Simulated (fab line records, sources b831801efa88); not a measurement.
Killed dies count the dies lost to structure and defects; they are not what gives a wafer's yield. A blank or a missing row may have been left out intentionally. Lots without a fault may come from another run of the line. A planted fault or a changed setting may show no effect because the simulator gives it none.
fab line records ; flow gf180mcu
record: lots: 5; wafers: 15; last_day: 34
route steps=602 shown M1@332 V1@335
lots that met no fault: taken from a fault-free run of the same line
start_h: hours from the record's opening day to when the first of the lot's shown wafers began ; wait_h: how many hours have passed since the lot's step before this one ; " same as the row above ; L1.1+2: one row covering several wafers at once ; - no value, or no start was given ; * or withheld: withheld ; < > ~ a bound
route shown NAME@n: NAME is a module with steps in the file, n the number in the route of the first one ; usual: mean and standard deviation over wafers with no fault ; same: alike in all rows ; chamber/n: place in a boat ; sites: each site's reading ; _std_site: their standard deviation ; _edge_site: inner sites' mean taken away from outer sites' mean ; radius_mm: how far each site lies from the wafer's centre ; mask NAME#n: copy n ; behind: the tool/chamber that last shaped the wafer ; hold: reason for holding the lot/hours on hold/outcome of the hold ; device: whichever transistor did not switch (one of n, p or np) ; end of line: the same wafers' tests at the end of the route ; where a step has no rows: the recipe by itself ; killed: the dies lost at the first sort to structure and to defects; this is not the yield of the wafer ; map: a wafer's dies, x killed, . not, _ none there
set.NAME: the run value of the setting; set.NAME@STEP: its run value at that earlier step ; model.NAME: the simulator's own value behind a step, which no gauge read
a table for each step, a row for each wafer; lots at some steps of the route
services: from which hour (start_h, from the record's first day; less than 0 if before it) a tool's chamber was out of use, for how many hours, and why
== steps ==
step: GF_M1_STRIP_17
recipe: chemistry: O2/N2; power_w: 1400; pressure_mtorr: 1500; platen_temp_c: 250; o2_flow_sccm: 3000; n2_flow_sccm: 300; overash_fraction: 0.5
usual: drypump_motor_current_A: 5.9/0.33; heater_power_w: 346/27; oes_product_au: 0.537/0.0046; platen_temp_c: 250.01/0.17; strip_time_to_endpoint_s: 7.38/0.043
lot.wafer;tool;chamber;start_h;wait_h;drypump_motor_current_A;heater_power_w;oes_product_au;platen_temp_c;rf_hours_counter_h;strip_time_to_endpoint_s
L876.2;plasma_asher-01;1;385.10;0.1;5.7;366;0.539;250.11;76;7.42
L876.3;plasma_asher-01;0;385.10;0.1;5.9;312;0.535;250.21;-;7.40
L876.5;plasma_asher-01;1;385.10;0.1;5.7;361;0.538;250.28;-;7.46
L881.2;plasma_asher-01;0;434.70;0.1;6.0;311;0.538;250.03;83;7.37
L881.3;plasma_asher-01;1;434.70;0.1;5.7;360;0.539;250.27;-;7.34
L881.4;plasma_asher-01;0;434.70;0.1;6.0;312;0.542;250.08;-;7.39
L884.3;plasma_asher-02;0;467.73;0.1;6.3;321;0.548;250.15;-;7.45
L884.5;plasma_asher-02;0;467.73;0.1;6.3;326;0.535;250.20;-;7.47
L884.6;plasma_asher-02;1;467.73;0.1;5.7;349;0.540;249.88;-;7.37
L893.1;plasma_asher-02;1;531.54;0.1;5.7;350;0.538;250.07;41;7.44
L893.3;plasma_asher-02;0;531.54;0.1;6.4;326;0.539;249.97;-;7.37
L893.5;plasma_asher-02;0;531.54;0.1;6.4;316;0.536;249.93;-;7.39
L897.2;plasma_asher-01;0;568.14;0.1;6.0;309;0.528;249.89;97;7.33
L897.3;plasma_asher-01;1;568.14;0.1;5.7;371;0.526;249.90;-;7.32
L897.5;plasma_asher-01;0;568.14;0.1;6.0;319;0.533;250.02;-;7.28
step: GF_M1_STRIP_18
recipe: chemistry: post_etch_residue_remover; time_s: 1200; temp_c: 72.5
step: GF_M1_CLEAN_19
recipe: chemistry: DIW; dry: n2_spin
step: GF_V1_CVD_00
recipe: material: SiO2; target_thk_nm: 600; sigma_open_frac: 0.3; temp_c: 400; time_s: 100; sih4_flow_sccm: 60; pressure_mtorr: 6
step: GF_V1_THK_MEAS_01
recipe: reads: SiO2_of_V1_CVD_00
usual: V1_CVD_00_THK: 600/4.9
lot.wafer;tool;chamber;start_h;wait_h;V1_CVD_00_THK[nm]
L876.2;film_metro-03;-;385.71;0.0;601
L876.3;film_metro-03;-;385.71;0.0;600
L876.5;film_metro-03;-;385.71;0.0;603
L881.2;film_metro-01;-;435.31;0.0;608
L881.3;film_metro-01;-;435.31;0.0;603
L881.4;film_metro-01;-;435.31;0.0;600
L884.3;film_metro-01;-;468.32;0.1;608
L884.5;film_metro-01;-;468.32;0.1;605
L884.6;film_metro-01;-;468.32;0.1;606
L893.1;film_metro-02;-;532.15;0.0;597
L893.3;film_metro-02;-;532.15;0.0;599
L893.5;film_metro-02;-;532.15;0.0;595
L897.2;film_metro-01;-;568.76;0.0;596
L897.3;film_metro-01;-;568.76;0.0;590
L897.5;film_metro-01;-;568.76;0.0;597
step: GF_V1_CVD_02
recipe: material: SiO2; target_thk_nm: 850; precursor: TEOS; temp_c: 400; time_s: 94.851; rf_w: 600
usual: heater_power_w: 724/87
same: time_s: 94.851
lot.wafer;tool;chamber;start_h;wait_h;heater_power_w
L876.2;pecvd-04;0;385.76;0.0;641
L876.3;pecvd-04;1;385.76;0.0;705
L876.5;pecvd-04;2;385.76;0.0;850
L881.2;pecvd-03;2;435.36;0.0;729
L881.3;pecvd-03;1;435.36;0.0;726
L881.4;pecvd-03;1;435.36;0.0;763
L884.3;pecvd-04;2;468.36;0.0;862
L884.5;pecvd-04;1;468.36;0.0;738
L884.6;pecvd-04;2;468.36;0.0;887
L893.1;pecvd-03;0;532.21;0.1;859
L893.3;pecvd-03;1;532.21;0.1;713
L893.5;pecvd-03;0;532.21;0.1;902
L897.2;pecvd-04;1;568.81;0.0;809
L897.3;pecvd-04;2;568.81;0.0;844
L897.5;pecvd-04;0;568.81;0.0;527
step: GF_V1_THK_MEAS_03
recipe: reads: SiO2_of_V1_CVD_02
usual: V1_CVD_02_THK: 848/11
lot.wafer;tool;chamber;start_h;wait_h;V1_CVD_02_THK[nm]
L876.2;film_metro-01;-;385.84;0.0;833
L876.3;film_metro-01;-;385.84;0.0;855
L876.5;film_metro-01;-;385.84;0.0;845
L881.2;film_metro-02;-;435.44;0.0;843
L881.3;film_metro-02;-;435.44;0.0;838
L881.4;film_metro-02;-;435.44;0.0;857
L884.3;film_metro-03;-;468.45;0.1;848
L884.5;film_metro-03;-;468.45;0.1;863
L884.6;film_metro-03;-;468.45;0.1;869
L893.1;film_metro-03;-;532.28;0.0;842
L893.3;film_metro-03;-;532.28;0.0;845
L893.5;film_metro-03;-;532.28;0.0;857
L897.2;film_metro-03;-;568.89;0.0;842
L897.3;film_metro-03;-;568.89;0.0;847
L897.5;film_metro-03;-;568.89;0.0;851
step: GF_V1_CMP_04
recipe: material: SiO2; down_force_psi: 4; platen_rpm: 60; pad_velocity_m_s: 0.94248
usual: motor_current_A: 12.1/0.91; slurry_flow_ml_min: 150.0/0.49; time_to_endpoint_s: 79/5.6
lot.wafer;tool;chamber;start_h;wait_h;motor_current_A;slurry_flow_ml_min;time_to_endpoint_s
L876.3;cmp-01;3;385.99;0.1;12.6;150.4;88
L876.2;cmp-01;0;385.99;0.1;12.1;150.8;80
L876.5;cmp-01;2;385.99;0.1;12.7;149.6;85
L881.4;cmp-01;2;435.54;0.1;12.8;150.0;81
L881.3;cmp-01;3;435.54;0.1;11.8;151.0;74
L881.2;cmp-01;0;435.54;0.1;11.9;149.0;75
L884.3;cmp-01;2;468.64;0.2;12.6;150.4;81
L884.5;cmp-01;3;468.64;0.2;12.9;149.8;85
L884.6;cmp-01;0;468.64;0.2;11.4;149.7;85
L893.1;cmp-01;1;532.46;0.2;11.9;150.4;75
L893.3;cmp-01;2;532.46;0.2;12.3;150.2;75
L893.5;cmp-01;0;532.46;0.2;12.2;149.4;79
L897.3;cmp-01;3;569.04;0.1;12.7;149.9;74
L897.2;cmp-01;0;569.04;0.1;12.5;149.5;73
L897.5;cmp-01;2;569.04;0.1;12.6;150.0;77
step: GF_V1_BOW_MEAS_05
recipe: mode: bow
usual: V1_BOW: 82/8.3
lot.wafer;tool;chamber;start_h;wait_h;V1_BOW[um]
L876.2;film_metro-02;-;386.21;0.1;73
L876.3;film_metro-02;-;386.21;0.1;76
L876.5;film_metro-02;-;386.21;0.1;89
L881.2;film_metro-03;-;435.81;0.1;79
L881.3;film_metro-03;-;435.81;0.1;82
L881.4;film_metro-03;-;435.81;0.1;75
L884.3;film_metro-03;-;468.83;0.1;90
L884.5;film_metro-03;-;468.83;0.1;86
L884.6;film_metro-03;-;468.83;0.1;82
L893.1;film_metro-02;-;532.71;0.2;79
L893.3;film_metro-02;-;532.71;0.2;81
L893.5;film_metro-02;-;532.71;0.2;70
L897.2;film_metro-02;-;569.26;0.1;78
L897.3;film_metro-02;-;569.26;0.1;89
L897.5;film_metro-02;-;569.26;0.1;105
step: GF_V1_DEHYDRATE_06
recipe: temp_c: 200; time_s: 60
step: GF_V1_HMDS_07
recipe: prime_time_s: 60; prime_temp_c: 120
step: GF_V1_COAT_08
recipe: resist: BARC; temp_c: withheld; time_s: withheld; spin_rpm: withheld; resist_thk_nm: withheld
step: GF_V1_COAT_09
recipe: resist: KrF; spin_rpm: withheld; resist_thk_nm: 1000
lot.wafer;tool;chamber;start_h;wait_h;model.KrF_of_V1_COAT_09.thk_nm
L876.2;litho_track-03;0;397;-;999.4
L876.3+5;litho_track-03;0;397;-;1005
L881.2+3;litho_track-01;0;447;-;1001
L881.4;litho_track-01;0;447;-;998.9
L884.3;litho_track-01;0;480;-;1000
L884.5;litho_track-01;0;480;-;997.9
L884.6;litho_track-01;0;480;-;1085
L893.1+3;litho_track-04;0;544;-;1001
L893.5;litho_track-04;0;544;-;1003
L897.2;litho_track-03;0;579;-;1006
L897.3;litho_track-03;0;579;-;1004
L897.5;litho_track-03;0;579;-;999.6
step: GF_V1_SOFTBAKE_10
recipe: temp_c: 130; time_s: 60; resist: KrF
step: GF_V1_EXPOSE_11
recipe: mask_id: Via1; target_cd_nm: 260; na: 0.68; source_shape: conventional; sigma_outer: 0.6; dose_mj: 38
step: GF_V1_PEB_12
recipe: peb_temp_c: 135; peb_time_s: 90; resist: KrF
step: GF_V1_DEVELOP_13
recipe: develop_time_s: 60; resist: KrF; dev_temp_c: 21
lot.wafer;tool;chamber;start_h;wait_h;model.KrF_of_V1_COAT_09.thk_nm
L876.2;litho_track-03;0;409.04;0.2;984.4
L876.3+5;litho_track-03;0;409.04;0.2;990.1
L881.2;litho_track-01;0;459.44;0.2;986.2
L881.3;litho_track-01;0;459.44;0.2;986
L881.4;litho_track-01;0;459.44;0.2;984
L884.3;litho_track-03;0;493.11;0.1;985.3
L884.5;litho_track-03;0;493.11;0.1;982.9
L884.6;litho_track-03;0;493.11;0.1;1070
L893.1;litho_track-04;0;555.41;0.2;986.2
L893.3;litho_track-04;0;555.41;0.2;986.3
L893.5;litho_track-04;0;555.41;0.2;988
L897.2;litho_track-04;0;590.88;0.2;991.5
L897.3;litho_track-04;0;590.88;0.2;989.2
L897.5;litho_track-04;0;590.88;0.2;984.7
step: GF_V1_CD_MEAS_14
recipe: target_cd_nm: 260
usual: cd_nm: 260.3/1.2
lot.wafer;tool;chamber;start_h;wait_h;cd_nm
L876.2;cd_sem-01;-;409.18;0.1;262.0
L876.3;cd_sem-01;-;409.18;0.1;259.6
L876.5;cd_sem-01;-;409.18;0.1;261.1
L881.2;cd_sem-01;-;459.58;0.1;260.2
L881.3;cd_sem-01;-;459.58;0.1;260.9
L881.4;cd_sem-01;-;459.58;0.1;258.1
L884.3;cd_sem-01;-;493.25;0.1;259.5
L884.5;cd_sem-01;-;493.25;0.1;260.2
L884.6;cd_sem-01;-;493.25;0.1;256.7
L893.1;cd_sem-01;-;555.56;0.1;260.5
L893.3;cd_sem-01;-;555.56;0.1;260.2
L893.5;cd_sem-01;-;555.56;0.1;259.7
L897.2;cd_sem-01;-;591.03;0.1;259.7
L897.3;cd_sem-01;-;591.03;0.1;260.3
L897.5;cd_sem-01;-;591.03;0.1;259.2
step: GF_V1_OVL_MEAS_15
usual: V1_OVL: -1/4.7
lot.wafer;tool;chamber;start_h;wait_h;V1_OVL[nm]
L876.2;overlay-01;-;409.29;0.1;3
L876.3;overlay-01;-;409.29;0.1;8
L876.5;overlay-01;-;409.29;0.1;0
L881.2;overlay-02;-;459.69;0.1;2
L881.3;overlay-02;-;459.69;0.1;-6
L881.4;overlay-02;-;459.69;0.1;-6
L884.3;overlay-02;-;493.34;0.1;-5
L884.5;overlay-02;-;493.34;0.1;-4
L884.6;overlay-02;-;493.34;0.1;6
L893.1;overlay-02;-;555.68;0.1;-6
L893.3;overlay-02;-;555.68;0.1;0
L893.5;overlay-02;-;555.68;0.1;1
L897.2;overlay-01;-;591.13;0.1;-1
L897.3;overlay-01;-;591.13;0.1;-9
L897.5;overlay-01;-;591.13;0.1;-4
step: GF_V1_ETCH_16
recipe: chemistry: N2/H2; target_depth_a: withheld; overetch_a: withheld; time_s: withheld; target: BARC; ion_energy_ev: 200; source_w: 500; bias_w: 100; pressure_mtorr: 30; n2_flow_sccm: 100; h2_flow_sccm: 200
usual: bias_w: 99.98/0.29; drypump_motor_current_A: 5.7/0.36; oes_product_au: 0.855/0.0047; throttle_valve_pct: 13.223/0.0088
lot.wafer;tool;chamber;start_h;wait_h;bias_w;drypump_motor_current_A;oes_product_au;throttle_valve_pct;model.V1.cd_nm
L876.2;rie_diel-02;1;409.32;0.0;100.58;5.6;0.846;13.213;262.3
L876.3;rie_diel-02;0;409.32;0.0;99.16;5.5;0.852;13.231;260.3
L876.5;rie_diel-02;2;409.32;0.0;100.52;5.4;0.854;13.231;261.2
L881.2;rie_diel-01;0;459.72;0.0;100.17;5.4;0.864;13.228;260.1
L881.3;rie_diel-01;1;459.72;0.0;100.10;5.8;0.857;13.218;260.6
L881.4;rie_diel-01;2;459.72;0.0;99.79;5.6;0.863;13.220;258.7
L884.3;rie_diel-02;1;493.37;0.0;100.37;5.6;0.859;13.227;259.2
L884.5;rie_diel-02;1;493.37;0.0;100.18;5.6;0.855;13.211;259.5
L884.6;rie_diel-02;3;493.37;0.0;99.55;5.5;0.852;13.214;256.5
L893.1;rie_diel-02;0;555.71;0.0;100.41;5.5;0.850;13.220;260.6
L893.3;rie_diel-02;2;555.71;0.0;100.26;5.4;0.860;13.216;260.7
L893.5;rie_diel-02;3;555.71;0.0;99.98;5.5;0.857;13.226;259.8
L897.2;rie_diel-03;1;591.16;0.0;99.94;6.1;0.864;13.217;260.4
L897.3;rie_diel-03;3;591.16;0.0;100.56;5.0;0.862;13.197;260.1
L897.5;rie_diel-03;1;591.16;0.0;99.89;6.1;0.849;13.210;260.2
step: GF_V1_ETCH_17
recipe: chemistry: C4F8/O2/Ar; mask_material: KrF; target: SiO2; stop_on: TiN; source_w: 1500; bias_w: 1200; pressure_mtorr: 40; c4f8_flow_sccm: withheld; O2_flow_sccm: 6; Ar_flow_sccm: 300; time_s: withheld; target_depth_a: 6300
usual: bias_w: 1200/3.7; oes_product_au: 0.856/0.0049
lot.wafer;tool;chamber;start_h;wait_h;bias_w;oes_product_au;model.V1.cd_nm
L876.2;rie_diel-02;1;-;-;1195;0.847;262.1
L876.3;rie_diel-02;0;-;-;1196;0.862;260.4
L876.5;rie_diel-02;2;-;-;1196;0.863;261.9
L881.2;rie_diel-01;0;-;-;1201;0.856;259.9
L881.3;rie_diel-01;1;-;-;1201;0.854;260.4
L881.4;rie_diel-01;2;-;-;1198;0.846;258.5
L884.3;rie_diel-02;1;-;-;1202;0.863;258.5
L884.5;rie_diel-02;1;-;-;1202;0.862;259.3
L884.6;rie_diel-02;3;-;-;1202;0.859;256.2
L893.1;rie_diel-02;0;-;-;1196;0.856;260.7
L893.3;rie_diel-02;2;-;-;1203;0.857;260.7
L893.5;rie_diel-02;3;-;-;1202;0.854;259.3
L897.2;rie_diel-03;1;-;-;1198;0.847;260.6
L897.3;rie_diel-03;3;-;-;1191;0.858;260
L897.5;rie_diel-03;1;-;-;1198;0.851;260.6
step: GF_V1_STRIP_18
recipe: chemistry: O2/N2; power_w: 1400; pressure_mtorr: 1500; platen_temp_c: 250; o2_flow_sccm: 3000; n2_flow_sccm: 300; overash_fraction: 0.5
usual: drypump_motor_current_A: 5.7/0.36; heater_power_w: 347/22; oes_product_au: 0.592/0.0047; platen_temp_c: 250.02/0.17
lot.wafer;tool;chamber;start_h;wait_h;drypump_motor_current_A;heater_power_w;oes_product_au;platen_temp_c;rf_hours_counter_h
L876.2;plasma_asher-02;1;409.45;-;5.7;351;0.586;250.04;30
L876.3;plasma_asher-02;0;409.45;-;6.3;320;0.596;250.06;-
L876.5;plasma_asher-02;0;409.45;-;6.3;323;0.592;250.11;-
L881.2;plasma_asher-03;1;459.85;-;5.4;333;0.594;250.03;62
L881.3;plasma_asher-03;1;459.85;-;5.4;340;0.585;250.19;-
L881.4;plasma_asher-03;0;459.85;-;5.7;331;0.590;249.93;-
L884.3;plasma_asher-04;1;493.53;-;5.2;363;0.592;250.17;-
L884.5;plasma_asher-04;1;493.53;-;5.2;362;0.587;250.11;-
L884.6;plasma_asher-04;0;493.53;-;6.0;382;0.625;249.88;-
L893.1;plasma_asher-04;1;555.84;-;5.2;358;0.590;250.13;13
L893.3;plasma_asher-04;1;555.84;-;5.2;359;0.594;250.23;-
L893.5;plasma_asher-04;1;555.84;-;5.2;364;0.592;250.07;-
L897.2;plasma_asher-04;1;591.29;-;5.2;368;0.592;250.35;17
L897.3;plasma_asher-04;0;591.29;-;6.0;392;0.596;249.81;-
L897.5;plasma_asher-04;0;591.29;-;6.0;399;0.590;250.00;-
step: GF_V1_STRIP_19
recipe: chemistry: post_etch_residue_remover; time_s: 1200; temp_c: 72.5
== services ==
tool;chamber;start_h;hours;kind
pecvd-03;-;367.78;0.5;repair
rie_diel-01;-;371.69;14.6;pm
rie_diel-01;2;400.59;3.6;repair
rie_diel-03;-;401.67;1.0;repair
rie_diel-01;-;401.68;2.8;pm
cmp-01;-;404.00;4.0;pm
plasma_asher-04;-;408.50;4.5;repair
plasma_asher-02;-;409.71;8.7;repair
plasma_asher-04;-;421.25;9.0;pm
cmp-01;-;422.42;1.6;repair
pecvd-03;-;426.98;1.7;repair
rie_diel-01;1;434.84;7.8;repair
plasma_asher-02;-;463.96;2.3;repair
cmp-01;-;516.02;5.0;repair
pecvd-04;0;520.70;12.5;repair
plasma_asher-02;-;521.08;2.7;repair
cmp-01;-;529.64;1.5;repair
rie_diel-02;0;533.32;11.6;repair
rie_diel-02;3;534.65;7.4;repair
rie_diel-02;2;537.57;2.0;repair
plasma_asher-04;-;564.69;3.8;repair
pecvd-04;0;579.45;5.1;repair
rie_diel-02;3;581.49;2.7;repair
pecvd-04;-;591.12;14.0;pm
== key ==
first_sign: step: GF_V1_CD_MEAS_14; reading: cd_nm; direction: down; sigmas: 3.2; usual: 260.3; struck: 256.7
effect: step: GF_V1_STRIP_18; reading: oes_product_au; direction: up; sigmas: 7; usual: 0.592; struck: 0.625
model_effect: step: GF_V1_COAT_09; value: KrF_of_V1_COAT_09.thk_nm; without: 1001; struck: 1085
model_effect: step: GF_V1_DEVELOP_13; value: KrF_of_V1_COAT_09.thk_nm; without: 986.2; struck: 1070
model_effect: step: GF_V1_ETCH_16; value: V1.cd_nm; without: 259.7; struck: 256.5
model_effect: step: GF_V1_ETCH_17; value: V1.cd_nm; without: 259.4; struck: 256.2
met_at GF_V1_COAT_09
struck_wafers L884.6
onset_between 447 480
fault: kind: process_parameter_drift; tool: litho_track-01; chamber: -; onset_h: 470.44; steps: GF_V1_COAT_09; channel: resist_thk_nm; offset: *; shape: step; end_h: 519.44; scope: struck_wafers_only; acts_in: *; stated: *
